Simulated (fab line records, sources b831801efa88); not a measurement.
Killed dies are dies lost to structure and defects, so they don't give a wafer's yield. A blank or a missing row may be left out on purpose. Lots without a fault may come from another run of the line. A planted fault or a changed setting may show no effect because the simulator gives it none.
Chamber matching | flow gf180mcu | GF_V4_CMP_04 on cmp-02: 4 sister chambers
The step polishes SiO2. 8 wafers are shown with their chamber, then 12 later ones without.

WAFERS WITH THEIR CHAMBER
wafer  | chamber | motor_current_A (A) | time_to_endpoint_s (s)
L080.2 | 2       | 12.1                | 80
L080.3 | 3       | 11.5                | 73
L082.1 | 1       | 15.9                | 71
L082.3 | 0       | 12.7                | 71
L082.5 | 1       | 14.6                | 73
L085.1 | 0       | 12.1                | 79
L085.3 | 3       | 11.3                | 72
L085.4 | 2       | 12.0                | 80

WAFERS WITHOUT THEIR CHAMBER
wafer  | motor_current_A (A) | time_to_endpoint_s (s)
L088.2 | 11.4                | 68
L088.5 | 14.0                | 70
L088.6 | 11.9                | 78
L087.1 | 14.3                | 69
L087.4 | 12.3                | 84
L087.6 | 10.6                | 73
L092.1 | 14.7                | 71
L092.3 | 12.1                | 82
L092.6 | 11.7                | 88
L094.1 | 14.6                | 72
L094.2 | 12.3                | 79
L094.6 | 11.8                | 94

WHICH CHAMBER EACH WENT THROUGH
wafer  | from the rows above          | in truth
L088.2 | can't be placed: 3 or 0      | 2
L088.5 | can't be placed: 1 or 0      | 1
L088.6 | can't be placed: 2 or 0 or 3 | 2
L087.1 | 1                            | 1
L087.4 | can't be placed: 2 or 0      | 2
L087.6 | 3                            | 3
L092.1 | 1                            | 1
L092.3 | can't be placed: 2 or 0      | 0
L092.6 | can't be placed: 2 or 0      | 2
L094.1 | 1                            | 1
L094.2 | can't be placed: 2 or 0      | 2
L094.6 | can't be placed: 2 or 0      | 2
Placed correctly: 4 of 12. Can't be placed from these rows: 8 (the true chamber is among the candidates in 7). Placed wrongly: 0.
How it was worked out, from the rows above alone: a wafer's distance from a chamber is the root of the sum, over the readings, of the square of ((its reading less the chamber's mean) divided by the reading's scatter). The wafer belongs to the nearest chamber; if the next one is less than 2 further off, it can't be placed. A chamber's mean is the mean of its shown wafers. The scatter: the root of (the sum of the squares of (reading less its chamber's mean) over the shown wafers, divided by (wafers less chambers)).
